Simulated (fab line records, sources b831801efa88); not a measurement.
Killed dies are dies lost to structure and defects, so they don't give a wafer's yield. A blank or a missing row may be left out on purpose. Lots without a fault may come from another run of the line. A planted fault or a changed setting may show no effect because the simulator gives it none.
Which tool did it? | flow sky130 | 11 lots, 33 wafers sampled, at 4 steps of a route of 708

WHAT THE GAUGES READ, wafer by wafer
SKY_VIA4_THK_MEAS_01. Usual: VIA4_HDPCVD_THK 1741 nm, standard deviation 20.
lot  | measured     | on            | VIA4_HDPCVD_THK (nm) | flag
L530 | day 42 16:10 | film_metro-02 | 1757 1747 1740       |
L532 | day 42 21:32 | film_metro-04 | 1748 1769 1786       |
L533 | day 43 09:25 | film_metro-04 | 1734 1756 1744       |
L538 | day 45 02:25 | film_metro-02 | 1724 1721 1732       |
L539 | day 45 03:08 | film_metro-01 | 1784 1746 1760       |
L541 | day 45 13:13 | film_metro-01 | 1716 1753 1720       |
L543 | day 45 21:29 | film_metro-02 | 1732 1744 1954       | OFF
L545 | day 46 11:58 | film_metro-02 | 1750 1727 1729       |
L547 | day 46 20:22 | film_metro-02 | 1945 1749 1738       | OFF
L549 | day 47 10:43 | film_metro-02 | 1730 1726 1750       |
L551 | day 48 10:44 | film_metro-04 | 1688 1706 1722       |

WHICH TOOL RAN EACH LOT (tool, then ch and the chambers of the sampled wafers, then the start)
lot  | SKY_METAL3_ETCH_17                 | SKY_VIA3_ETCH_15                   | SKY_VIA4_HDPCVD_00
L530 | rie_diel-04 ch 0,2,3, day 39 09:34 | rie_diel-02 ch 0,2,3, day 40 11:58 | hdpcvd-01 ch 0,1,2, day 42 15:58
L532 | rie_diel-02 ch 0,1,3, day 39 16:23 | rie_diel-01 ch 2,3, day 40 18:34   | hdpcvd-02 ch 0,1, day 42 21:21
L533 | rie_diel-04 ch 1,2,3, day 40 03:58 | rie_diel-01 ch 0,2, day 41 06:06   | hdpcvd-02 ch 1,2, day 43 09:14
L538 | rie_diel-03 ch 1,2,3, day 41 23:58 | rie_diel-02 ch 1,3, day 43 01:12   | hdpcvd-02 ch 1,2, day 45 02:14
L539 | rie_diel-02 ch 0,1,2, day 42 01:23 | rie_diel-03 ch 1,2,3, day 43 02:21 | hdpcvd-01 ch 0,2, day 45 02:52
L541 | rie_diel-04 ch 0,2, day 42 12:31   | rie_diel-03 ch 1,2,3, day 43 12:43 | hdpcvd-02 ch 0,1,2, day 45 13:02
L543 | rie_diel-03 ch 1,3, day 42 22:46   | rie_diel-03 ch 1,2,3, day 43 23:03 | hdpcvd-02 ch 0,2, day 45 21:18
L545 | rie_diel-04 ch 1,3, day 43 11:25   | rie_diel-01 ch 2,3, day 44 11:58   | hdpcvd-01 ch 0,2, day 46 11:47
L547 | rie_diel-02 ch 0,1,2, day 43 22:38 | rie_diel-03 ch 1,2,3, day 44 21:22 | hdpcvd-02 ch 0,1,2, day 46 20:11
L549 | rie_diel-02 ch 2,3, day 44 11:43   | rie_diel-03 ch 0,1,3, day 45 12:26 | hdpcvd-01 ch 0,1,2, day 47 10:35
L551 | rie_diel-04 ch 2,3, day 45 16:19   | rie_diel-03 ch 1,2,3, day 46 15:18 | hdpcvd-01 ch 0,1,2, day 48 10:37
- SKY_METAL3_ETCH_17: etches SiO2 in C4F8/O2/Ar, stops on TiN, time 3.9 s, target depth 15 nm.
- SKY_VIA3_ETCH_15: etches SiO2 in C4F8/O2/Ar, stops on TiN, target depth 507 nm, time 78 s.
- SKY_VIA4_HDPCVD_00: deposits SiO2, target thk 1750 nm, time 291.7 s.

WHAT THE TOOLS THEMSELVES READ (means of the sampled wafers that have a number; where no wafer has one, the mark that the record gives instead)
SKY_METAL3_ETCH_17. Usual: oes_product_au 0.755 a.u., standard deviation 0.007.
lot  | tool        | oes_product_au (a.u.) | flag
L530 | rie_diel-04 | 0.747                 |
L532 | rie_diel-02 | 0.754                 |
L533 | rie_diel-04 | 0.751                 |
L538 | rie_diel-03 | 0.757                 |
L539 | rie_diel-02 | 0.755                 |
L541 | rie_diel-04 | 0.755                 |
L543 | rie_diel-03 | 0.755                 |
L545 | rie_diel-04 | 0.751                 |
L547 | rie_diel-02 | 0.752                 |
L549 | rie_diel-02 | 0.760                 |
L551 | rie_diel-04 | 0.760                 |

SKY_VIA3_ETCH_15. Usual: oes_product_au 0.946 a.u., standard deviation 0.0041.
lot  | tool        | oes_product_au (a.u.) | flag
L530 | rie_diel-02 | 0.946                 |
L532 | rie_diel-01 | 0.947                 |
L533 | rie_diel-01 | 0.947                 |
L538 | rie_diel-02 | 0.944                 |
L539 | rie_diel-03 | 0.942                 |
L541 | rie_diel-03 | 0.946                 |
L543 | rie_diel-03 | 0.947                 |
L545 | rie_diel-01 | 0.946                 |
L547 | rie_diel-03 | 0.945                 |
L549 | rie_diel-03 | 0.944                 |
L551 | rie_diel-03 | 0.943                 |

SKY_VIA4_HDPCVD_00. Usual: run_length_s 319.5 s, standard deviation 0.51.
lot  | tool      | run_length_s (s) | flag
L530 | hdpcvd-01 | 319.8            |
L532 | hdpcvd-02 | 319.0            |
L533 | hdpcvd-02 | 319.3            |
L538 | hdpcvd-02 | 319.5            |
L539 | hdpcvd-01 | 319.8            |
L541 | hdpcvd-02 | 319.6            |
L543 | hdpcvd-02 | 329.3            | OFF
L545 | hdpcvd-01 | 319.8            |
L547 | hdpcvd-02 | 329.7            | OFF
L549 | hdpcvd-01 | 319.5            |
L551 | hdpcvd-01 | 319.7            |

THE ANSWER, worked out from the rows above alone
Rule: a lot is off if the mean of its wafers that have a number lies more than 3 standard deviations from the usual mean. A lot without any number at a reading at which 4 lots or more have one is off too. The other lots that the step has rows for count as sound. The gauges are gone through in route order, then the tools' own readings, and for those a lot's mean is taken as printed above. The first step at which some lot is off is used, and at that step the reading that is off furthest; a lot without a number counts as furthest.
Off: L543, L547, at SKY_VIA4_THK_MEAS_01 (VIA4_HDPCVD_THK).
A tool fits if, at a process step before that reading, it ran every lot that is off, and no sound lot after the first of them. The gauges at SKY_VIA4_THK_MEAS_01 aren't tried: what is off there is off at SKY_VIA4_HDPCVD_00 too, on other tools, and a gauge's error can't cause that. One fits: hdpcvd-02 at SKY_VIA4_HDPCVD_00. Its last sound lot is L541 (day 45 13:02), its first lot that is off L543 (day 45 21:18): a fault that began between those two fits.
The tool's own readings at SKY_VIA4_HDPCVD_00 bear it out: on the lots that are off they differ by more than 5 times the standard deviation of the sound lots' means. run_length_s reads 329.5 s there against 319.6 s on the sound lots.

WHAT THE SIMULATOR HAD PUT IN
Process parameter drift: hdpcvd-02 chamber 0, from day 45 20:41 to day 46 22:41, at SKY_VIA4_HDPCVD_00. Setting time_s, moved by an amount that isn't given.
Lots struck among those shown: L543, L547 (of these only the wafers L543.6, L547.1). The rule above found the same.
